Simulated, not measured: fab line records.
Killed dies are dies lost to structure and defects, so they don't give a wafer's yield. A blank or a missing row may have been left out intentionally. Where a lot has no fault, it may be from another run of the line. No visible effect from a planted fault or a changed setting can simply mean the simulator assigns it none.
fab line records	flow sky130
record: lots: 12	wafers: 36	last_day: 50
route steps=708 shown FIELD_ISO@1 PWDE@53 NWELL@63
lots untouched by any fault: they come from a run of this same line in which no faults occurred
start_h: start of the lot's first displayed wafer, in hours after the record's first day	wait_h: hours elapsed since this lot's preceding step	" the same as in the row above	L1.1+2: a single row standing in for several wafers	- either no value or no given start	* or withheld: withheld	< > ~ a bound
route shown NAME@n: a module of which the file shows steps, and the number in the route of the first	usual: average and standard deviation across the fault-free wafers	same: alike in all rows	chamber/n: place in a boat	sites: readings site by site	_std_site: how widely they spread, as a standard deviation	_edge_site: outer sites' mean less inner sites'	radius_mm: for every site, how far away it sits from the centre of the wafer	mask NAME#n: copy n	behind: the tool/chamber that last shaped the wafer	hold: why the lot was held/for how many hours/how that ended	device: whichever transistor did not switch (one of n, p or np)	end of line: the route-end tests of the same wafers	a step with no rows: only its recipe	killed: at the first sort, the dies lost to defects and structure; wafer yield is something else	map: dies across one wafer; x = killed, . = not, _ = none there
set.NAME: the setting that was run; set.NAME@STEP: the one run at that earlier step	model.NAME: the simulator's own value behind a step, which no gauge read
steps of the route over a sample of lots; a table a step, a row a wafer
services: from which hour (start_h, from the record's first day; less than 0 if before it) a tool's chamber was out of use, for how many hours, and why
== steps ==
step: SKY_FIELD_ISO_BOW_MEAS_00
recipe: mode: bow
usual: INCOMING_BOW: 0/6.3
lot.wafer	tool	chamber	start_h	wait_h	INCOMING_BOW[um]
L407.1	film_metro-02	-	15.00	-	4
L407.3	"	-	"	"	3
L407.5	"	-	"	"	5
L410.3	film_metro-02	-	30.04	-	1
L410.5	"	-	"	"	3
L410.6	"	-	"	"	-11
L411.2	film_metro-04	-	35.02	-	4
L411.4	"	-	"	"	4
L411.6	"	-	"	"	-15
L413.2	film_metro-02	-	45.02	-	1
L413.3	"	-	"	"	-3
L413.6	"	-	"	"	6
L421.1	film_metro-01	-	85.00	-	-12
L421.4	"	-	"	"	-16
L421.5	"	-	"	"	-2
L422.1	film_metro-02	-	90.00	-	9
L422.2	"	-	"	"	7
L422.4	"	-	"	"	0
L423.1	film_metro-04	-	95.00	-	-13
L423.3	"	-	"	"	0
L423.4	"	-	"	"	5
L424.2	film_metro-02	-	100.02	-	2
L424.4	"	-	"	"	0
L424.5	"	-	"	"	4
L425.2	film_metro-02	-	105.02	-	-1
L425.5	"	-	"	"	7
L425.6	"	-	"	"	-9
L426.4	film_metro-02	-	110.06	-	4
L426.5	"	-	"	"	-1
L426.6	"	-	"	"	-8
L427.1	film_metro-01	-	115.00	-	6
L427.2	"	-	"	"	5
L427.5	"	-	"	"	-2
L429.1	film_metro-01	-	125.00	-	3
L429.4	"	-	"	"	10
L429.6	"	-	"	"	1
step: SKY_FIELD_ISO_STRIP_16
recipe: chemistry: O2/N2	power_w: 1400	pressure_mtorr: 1500	platen_temp_c: withheld	o2_flow_sccm: 3000	n2_flow_sccm: 300	overash_fraction: 0.5
usual: drypump_motor_current_A: 5.60/0.3	oes_product_au: 0.378/0.0049	strip_time_to_endpoint_s: 3.549/0.028
lot.wafer	tool	chamber	start_h	wait_h	drypump_motor_current_A	oes_product_au	rf_hours_counter_h	strip_time_to_endpoint_s
L407.1	plasma_asher-03	1	34.71	0.0	5.16	0.376	35	3.581
L407.3	"	0	"	"	5.43	0.388	-	3.588
L407.5	"	0	"	"	5.44	0.381	-	3.576
L410.3	plasma_asher-01	0	52.58	0.1	6.08	0.387	-	3.578
L410.5	"	1	"	"	5.62	0.384	-	3.586
L410.6	"	0	"	"	6.11	0.370	-	3.566
L411.2	plasma_asher-01	1	55.11	0.0	5.59	0.373	25	3.523
L411.4	"	0	"	"	6.08	0.375	-	3.523
L411.6	"	1	"	"	5.62	0.376	-	3.592
L413.2	plasma_asher-02	0	66.45	0.0	5.67	0.378	40	3.548
L413.3	"	1	"	"	5.53	0.381	-	3.524
L413.6	"	1	"	"	5.53	0.374	-	3.516
L421.1	plasma_asher-03	0	106.26	0.0	5.41	0.380	42	3.578
L421.4	"	1	"	"	5.16	0.382	-	3.551
L421.5	"	0	"	"	5.44	0.380	-	3.564
L422.1	plasma_asher-02	0	112.35	0.0	5.64	0.374	45	3.493
L422.2	"	1	"	"	5.52	0.373	45	3.537
L422.4	"	0	"	"	5.64	0.377	-	3.559
L423.1	plasma_asher-01	1	117.46	0.0	5.60	0.380	32	3.569
L423.3	"	1	"	"	5.59	0.375	-	3.578
L423.4	"	0	"	"	6.07	0.377	-	3.596
L424.2	plasma_asher-03	1	126.50	0.0	5.12	0.381	1	3.605
L424.4	"	1	"	"	5.12	0.381	-	3.574
L424.5	"	1	"	"	5.11	0.388	-	3.601
L425.2	plasma_asher-03	1	130.91	0.0	5.16	0.376	1	3.550
L425.5	"	1	"	"	5.14	0.373	-	3.544
L425.6	"	0	"	"	5.45	0.372	-	3.526
L426.4	plasma_asher-02	1	133.58	0.1	5.51	0.381	-	3.554
L426.5	"	0	"	"	5.67	0.386	-	3.610
L426.6	"	1	"	"	5.51	0.382	-	3.537
L427.1	plasma_asher-01	0	138.11	0.0	6.08	0.378	34	3.517
L427.2	"	1	"	"	5.57	0.378	34	3.551
L427.5	"	1	"	"	5.60	0.381	-	3.528
L429.1	plasma_asher-01	1	147.86	0.0	5.61	0.381	35	3.572
L429.4	"	0	"	"	6.10	0.376	-	3.536
L429.6	"	0	"	"	6.10	0.379	-	3.557
step: SKY_PWDE_IMPLANT_08
recipe: species: B	energy_kev: 150	dose_cm2: 3.6e+12	tilt_deg: withheld
usual: dose_ions_cm2: 3.6e+12/3.9e+09	faraday_current_uA: 20.3/0.4
lot.wafer	tool	chamber	start_h	wait_h	dose_ions_cm2	faraday_current_uA
L407.1	implanter-03	0	74.05	0.0	3.604e+12	19.9
L407.3	"	0	"	"	3.597e+12	20.2
L407.5	"	0	"	"	3.599e+12	20.4
L410.3	implanter-03	0	95.40	0.1	5.628e+12	32.2
L410.5	"	0	"	"	5.626e+12	31.6
L410.6	"	0	"	"	5.627e+12	31.2
L411.2	implanter-01	0	98.69	0.0	3.602e+12	19.4
L411.4	"	0	"	"	3.599e+12	20.5
L411.6	"	0	"	"	3.591e+12	20.2
L413.2	implanter-03	0	110.83	0.0	5.627e+12	31.9
L413.3	"	0	"	"	5.635e+12	31.8
L413.6	"	0	"	"	5.626e+12	31.3
L421.1	implanter-01	0	153.06	0.0	3.591e+12	19.9
L421.4	"	0	"	"	3.596e+12	20.5
L421.5	"	0	"	"	3.596e+12	21.0
L422.1	implanter-01	0	159.05	0.0	3.6e+12	20.5
L422.2	"	0	"	"	3.601e+12	20.0
L422.4	"	0	"	"	3.601e+12	20.2
L423.1	implanter-04	0	162.41	0.0	3.6e+12	20.1
L423.3	"	0	"	"	3.594e+12	19.7
L423.4	"	0	"	"	3.597e+12	19.8
L424.2	implanter-03	0	172.48	0.0	3.602e+12	19.8
L424.4	"	0	"	"	3.605e+12	19.7
L424.5	"	0	"	"	3.601e+12	19.3
L425.2	implanter-04	0	178.03	0.0	3.608e+12	20.0
L425.5	"	0	"	"	3.601e+12	20.5
L425.6	"	0	"	"	3.602e+12	20.8
L426.4	implanter-03	0	181.51	0.1	3.601e+12	20.6
L426.5	"	0	"	"	3.605e+12	19.8
L426.6	"	0	"	"	3.598e+12	20.4
L427.1	implanter-04	0	186.70	0.0	3.601e+12	20.5
L427.2	"	0	"	"	3.599e+12	20.2
L427.5	"	0	"	"	3.593e+12	20.4
L429.1	implanter-03	0	197.03	0.0	3.6e+12	20.7
L429.4	"	0	"	"	3.595e+12	20.4
L429.6	"	0	"	"	3.598e+12	19.9
step: SKY_PWDE_TW_MEAS_10
usual: PWDE_TW: 373.2/1.9
lot.wafer	tool	chamber	start_h	wait_h	PWDE_TW
L407.1	film_metro-02	-	74.30	0.1	372.2
L407.3	"	-	"	"	372.3
L407.5	"	-	"	"	371.1
L410.3	film_metro-04	-	95.62	0.1	428.3
L410.5	"	-	"	"	424.2
L410.6	"	-	"	"	424.2
L411.2	film_metro-03	-	98.92	0.1	374.7
L411.4	"	-	"	"	376.4
L411.6	"	-	"	"	374.3
L413.2	film_metro-03	-	111.06	0.1	428.7
L413.3	"	-	"	"	430.0
L413.6	"	-	"	"	431.0
L421.1	film_metro-04	-	153.31	0.1	375.3
L421.4	"	-	"	"	373.6
L421.5	"	-	"	"	373.9
L422.1	film_metro-02	-	159.30	0.1	370.4
L422.2	"	-	"	"	370.6
L422.4	"	-	"	"	370.2
L423.1	film_metro-03	-	162.66	0.1	375.6
L423.3	"	-	"	"	374.9
L423.4	"	-	"	"	373.3
L424.2	film_metro-04	-	172.71	0.1	374.3
L424.4	"	-	"	"	374.1
L424.5	"	-	"	"	373.7
L425.2	film_metro-03	-	178.26	0.1	374.8
L425.5	"	-	"	"	376.9
L425.6	"	-	"	"	375.4
L426.4	film_metro-04	-	181.71	0.1	373.5
L426.5	"	-	"	"	373.1
L426.6	"	-	"	"	371.0
L427.1	film_metro-03	-	186.95	0.1	375.2
L427.2	"	-	"	"	374.9
L427.5	"	-	"	"	375.6
L429.1	film_metro-04	-	197.28	0.1	373.1
L429.4	"	-	"	"	372.7
L429.6	"	-	"	"	371.2
step: SKY_NWELL_OVL_MEAS_10
usual: NWELL_00_OVL: 0.8/1.3
lot.wafer	tool	chamber	start_h	wait_h	NWELL_00_OVL[nm]
L407.1	overlay-01	-	91.05	-	1.2
L407.3	"	-	"	"	0.1
L407.5	"	-	"	"	0.7
L410.3	overlay-01	-	112.89	-	1.3
L410.5	"	-	"	"	3.5
L410.6	"	-	"	"	1.5
L411.2	overlay-01	-	116.07	-	2.3
L411.4	"	-	"	"	3.1
L411.6	"	-	"	"	2.4
L413.2	overlay-02	-	129.37	-	1.0
L413.3	"	-	"	"	0.3
L413.6	"	-	"	"	1.0
L421.1	overlay-01	-	173.57	-	1.9
L421.4	"	-	"	"	1.5
L421.5	"	-	"	"	2.3
L422.1	overlay-01	-	179.85	-	-0.1
L422.2	"	-	"	"	0.6
L422.4	"	-	"	"	-0.1
L423.1	overlay-01	-	182.72	-	-0.6
L423.3	"	-	"	"	-0.6
L423.4	"	-	"	"	-1.9
L424.2	overlay-02	-	192.77	-	1.0
L424.4	"	-	"	"	-0.9
L424.5	"	-	"	"	-0.3
L425.2	overlay-01	-	197.73	-	0.5
L425.5	"	-	"	"	1.2
L425.6	"	-	"	"	0.9
L426.4	overlay-01	-	201.61	-	1.7
L426.5	"	-	"	"	0.4
L426.6	"	-	"	"	2.0
L427.1	overlay-02	-	206.17	-	-1.0
L427.2	"	-	"	"	-2.3
L427.5	"	-	"	"	-2.5
L429.1	overlay-01	-	217.77	-	0.7
L429.4	"	-	"	"	0.6
L429.6	"	-	"	"	1.0
step: SKY_NWELL_RS_MEAS_31
recipe: thk_meas_gauge: four-point-probe
usual: PWDE_RS: 5274/16
lot.wafer	tool	chamber	start_h	wait_h	PWDE_RS[ohm/sq]
L407.1	film_metro-03	-	109.38	0.1	5256
L407.3	"	-	"	"	5247
L407.5	"	-	"	"	5266
L410.3	film_metro-03	-	132.42	0.1	3745
L410.5	"	-	"	"	3734
L410.6	"	-	"	"	3746
L411.2	film_metro-04	-	136.30	0.1	5292
L411.4	"	-	"	"	5296
L411.6	"	-	"	"	5280
L413.2	film_metro-02	-	149.53	0.1	3736
L413.3	"	-	"	"	3743
L413.6	"	-	"	"	3744
L421.1	film_metro-02	-	194.93	0.1	5263
L421.4	"	-	"	"	5283
L421.5	"	-	"	"	5263
L422.1	film_metro-04	-	201.81	0.1	5276
L422.2	"	-	"	"	5269
L422.4	"	-	"	"	5274
L423.1	film_metro-03	-	204.07	0.1	5281
L423.3	"	-	"	"	5299
L423.4	"	-	"	"	5294
L424.2	film_metro-04	-	214.17	0.1	5251
L424.4	"	-	"	"	5261
L424.5	"	-	"	"	5271
L425.2	film_metro-03	-	219.98	0.1	5252
L425.5	"	-	"	"	5254
L425.6	"	-	"	"	5251
L426.4	film_metro-03	-	224.79	0.1	5292
L426.5	"	-	"	"	5294
L426.6	"	-	"	"	5298
L427.1	film_metro-03	-	229.95	0.1	5264
L427.2	"	-	"	"	5254
L427.5	"	-	"	"	5267
L429.1	film_metro-04	-	241.89	0.1	5260
L429.4	"	-	"	"	5274
L429.6	"	-	"	"	5277
== services ==
tool	chamber	start_h	hours	kind
implanter-01	-	22.12	2.1	repair
implanter-04	-	35.23	2.9	repair
implanter-01	-	35.95	3.2	repair
implanter-01	-	36.06	2.0	repair
implanter-03	-	44.40	2.4	repair
implanter-01	-	76.17	2.6	repair
implanter-04	-	97.36	2.6	repair
implanter-03	-	102.33	2.5	repair
plasma_asher-03	-	108.75	9.0	pm
plasma_asher-03	0	108.75	9.0	vent_cycle
plasma_asher-03	1	108.75	9.0	vent_cycle
implanter-04	-	113.52	3.5	pm
plasma_asher-03	0	117.75	-	clean
plasma_asher-03	1	117.75	-	clean
plasma_asher-03	-	131.76	2.7	repair
implanter-01	-	135.94	11.4	pm
plasma_asher-01	-	155.26	11.5	repair
implanter-01	-	193.19	1.1	repair
== key ==
first_sign: step: SKY_PWDE_IMPLANT_08	reading: dose_ions_cm2	direction: up	sigmas: 99+	usual: *	struck: *
effect: step: SKY_PWDE_IMPLANT_08	reading: faraday_current_uA	direction: up	sigmas: 28	usual: 20.3	struck: 31.7
effect: step: SKY_PWDE_TW_MEAS_10	reading: PWDE_TW	direction: up	sigmas: 28	usual: 373.2	struck: 427.7
effect: step: SKY_NWELL_RS_MEAS_31	reading: PWDE_RS	direction: down	sigmas: 95	usual: 5274	struck: 3741
met_at SKY_PWDE_IMPLANT_08
struck_lots L410,L413
tester_left_out L410,L413
not_acting_at SKY_FIELD_ISO_BOW_MEAS_00,SKY_FIELD_ISO_STRIP_16,SKY_NWELL_OVL_MEAS_10
onset_between 74.05 95.40
fault: kind: process_parameter_drift	tool: implanter-03	chamber: -	onset_h: 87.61	steps: SKY_PWDE_IMPLANT_08	channel: dose_cm2	offset: *	shape: step	end_h: 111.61	acts_in: *	stated: *
tester_left_out: of these lots the tester's yield and bins aren't shown, on N5 and GAA mostly nor the transistor test; their killed dies are dies lost to structure and defects alone, not to doping, threshold or leakage, so they don't give the yield
